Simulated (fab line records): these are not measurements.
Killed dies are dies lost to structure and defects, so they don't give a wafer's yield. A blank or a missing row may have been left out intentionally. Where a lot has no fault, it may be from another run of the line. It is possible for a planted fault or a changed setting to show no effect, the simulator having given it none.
Struck lot and sound lot, side by side + flow sky130 + 32 steps out of a route of 708
Sound: the wafers L340.2, L340.4, L340.6. Struck: wafer L349.6 (L349.1, L349.5, from the same lot, were not struck and are left out); the cause is given at the end.
Order at every step that has rows: each side's tool, ch and its chambers, its first start. Under that, the readings that differ: sound wafers + struck wafers + difference of the means + sigmas: that difference in standard deviations of wafers without a fault.
alike: readings whose means differ by less than 2 such deviations, and words and numbers that are the same on both sides. not compared: withheld readings, readings that some wafer has no value for, bounds like >300 that may hide the same value, and numbers for which the record gives no deviation and whose values overlap.
Wherever a step has rows on one side only, a row that says differs or no value, or a row with sigmas, the two part there. Non-overlapping numbers with no deviation appear without sigmas and do not part them. Lack of a reading on every wafer of one side parts them only where that side has two or more wafers.

first, 3 steps without rows for these wafers: SKY_CONTACT_STRIP_20 (strips in post etch residue remover, time 1200 s); SKY_CONTACT_CLEAN_21 (cleans in IPA, time 180 s); SKY_CONTACT_CLEAN_22 (cleans in O3/DIW).
SKY_CONTACT_SPUTTER_23: material TiN, target thk 20 nm, time 80 s.
  struck on pvd sputter-01, day 38 03:34; sound on pvd sputter-02, day 35 09:23
  alike: throttle valve pct
then, 1 step without rows for these wafers: SKY_CONTACT_CVD_24 (deposits W, target thk 340 nm, time 102.12 s).
SKY_CONTACT_RS_MEAS_25: uses a four-point probe to measure.
  struck on film metro-04, day 38 03:44; sound on film metro-04, day 35 09:34
  alike: CONTACT_W_RS
SKY_CONTACT_THK_MEAS_26: measures by xrf.
  struck on film metro-04, day 38 03:51; sound on film metro-04, day 35 09:41
  alike: CONTACT_W_THK
SKY_CONTACT_CMP_27: polishes, stops on SiO2, t overpolish 15 s, target thk 0 nm.
  sound on cmp-01 ch 1,2, day 35 09:49; struck on cmp-01 ch 3, day 38 03:55
| reading              | sound                | struck | difference | sigmas |
|----------------------|----------------------|--------|------------|--------|
| overpolish run s (s) | 15.009 15.004 15.007 | 14.987 | -0.020     | -2     |
  alike: motor current A, time to endpoint s
then, 4 steps without rows for these wafers: SKY_METAL1_SPUTTER_00 (material Ti, target thk 15 nm, time 10 s); SKY_METAL1_SPUTTER_01 (material TiN, target thk 20 nm, time 16.7 s); SKY_METAL1_SPUTTER_02 (material AlCu, target thk 250 nm, time 13.3 s); SKY_METAL1_SPUTTER_03 (material Ti, target thk 5 nm, time 3.3 s).
SKY_METAL1_SPUTTER_04: material TiN, target thk 70 nm, time 58.3 s.
  struck on pvd sputter-02, day 38 04:19; sound on pvd sputter-02, day 35 10:12
| reading                                    | sound             | struck | difference | sigmas |
|--------------------------------------------|-------------------|--------|------------|--------|
| throttle valve pct (%)                     | 30.5 28.4 28.6    | 31.7   | +2.5       | +2     |
| model.TiN_of_METAL1_SPUTTER_04.thk nm (nm) | 69.84 70.26 70.01 | 82.15  | +12.11     |        |
SKY_METAL1_RS_MEAS_05: uses a four-point probe to measure.
  struck on film metro-01, day 38 04:21; sound on film metro-02, day 35 10:16
  alike: METAL1_ALCU_RS
SKY_METAL1_THK_MEAS_06: measures by xrf.
  struck on film metro-01, day 38 04:28; sound on film metro-02, day 35 10:23
  alike: METAL1_ALCU_THK
then, 8 steps without rows for these wafers: SKY_METAL1_DEHYDRATE_07 (time 60 s); SKY_METAL1_HMDS_08 (prime time 60 s); SKY_METAL1_COAT_09 (resist thk 60 nm); SKY_METAL1_COAT_10 (resist thk 450 nm); SKY_METAL1_SOFTBAKE_11 (time 90 s); SKY_METAL1_EXPOSE_12 (exposes mask MM1, target cd 140 nm); SKY_METAL1_PEB_13; SKY_METAL1_DEVELOP_14 (develop time 60 s).
SKY_METAL1_CD_MEAS_15: target cd 140 nm.
  struck on cd sem-01, day 39 06:01; sound on cd sem-01, day 36 12:55
  alike: cd nm
SKY_METAL1_OVL_MEAS_16:
  struck on overlay-02, day 39 06:08; sound on overlay-02, day 36 13:02
  alike: METAL1_OVL
SKY_METAL1_DESCUM_17: chemistry O2, time 8 s.
  sound on rie metal-04 ch 0,1, day 36 13:04; struck on rie metal-03 ch 1, day 39 06:10
  alike: drypump motor current A, he backside leak sccm, oes product au
  not compared: rf hours counter h
SKY_METAL1_ETCH_18: etches BARC in N2/H2, stops on SiO2, time 45.9 s, target depth 60 nm.
  sound on rie metal-04 ch 0,1, day 36 13:05; struck on rie metal-03 ch 1, day 39 06:12
| reading             | sound             | struck | difference | sigmas |
|---------------------|-------------------|--------|------------|--------|
| h2 flow sccm (sccm) | 201.2 200.9 201.0 | 199.6  | -1.4       | -2     |
  alike: drypump motor current A, he backside leak sccm, oes product au, throttle valve pct
  not compared: rf hours counter h
SKY_METAL1_METAL_ETCH_19: etches the open film in Cl2/BCl3, stops on SiO2, target depth 360 nm, time 78 s.
  sound on rie metal-04 ch 0,1, day 36 13:09; struck on rie metal-03 ch 1, day 39 06:16
  alike: drypump motor current A, he backside leak sccm, oes product au, throttle valve pct
  not compared: rf hours counter h
then, 1 step without rows for these wafers: SKY_METAL1_STRIP_20 (strips in O2/N2).
SKY_METAL1_STRIP_21: strips in post etch residue remover, time 1200 s.
  sound on wet bench-03 ch 2, day 36 13:20; struck on wet bench-01 ch 0, day 39 06:27
| reading                                    | sound             | struck | difference | sigmas |
|--------------------------------------------|-------------------|--------|------------|--------|
| model.TiN_of_METAL1_SPUTTER_04.thk nm (nm) | 69.42 69.83 69.59 | 81.72  | +12.11     |        |
then, 1 step without rows for these wafers: SKY_METAL1_CLEAN_22 (cleans in IPA, time 180 s).
-- the record jumps here: 11 days lie between the struck wafers' starts before and after (it left off in module METAL1 and takes up again in module PAD_OPEN, whose first step shown is number 708 of the route) --
SKY_PAD_OPEN_PROBE_99:
  only the struck wafers here have rows in the record (prober-01, day 50 13:59); the sound ones have none

## WHERE THEY PART
Earliest at SKY_CONTACT_CMP_27; latest, in this record, at SKY_PAD_OPEN_PROBE_99.

WHY: the cause the simulator had injected
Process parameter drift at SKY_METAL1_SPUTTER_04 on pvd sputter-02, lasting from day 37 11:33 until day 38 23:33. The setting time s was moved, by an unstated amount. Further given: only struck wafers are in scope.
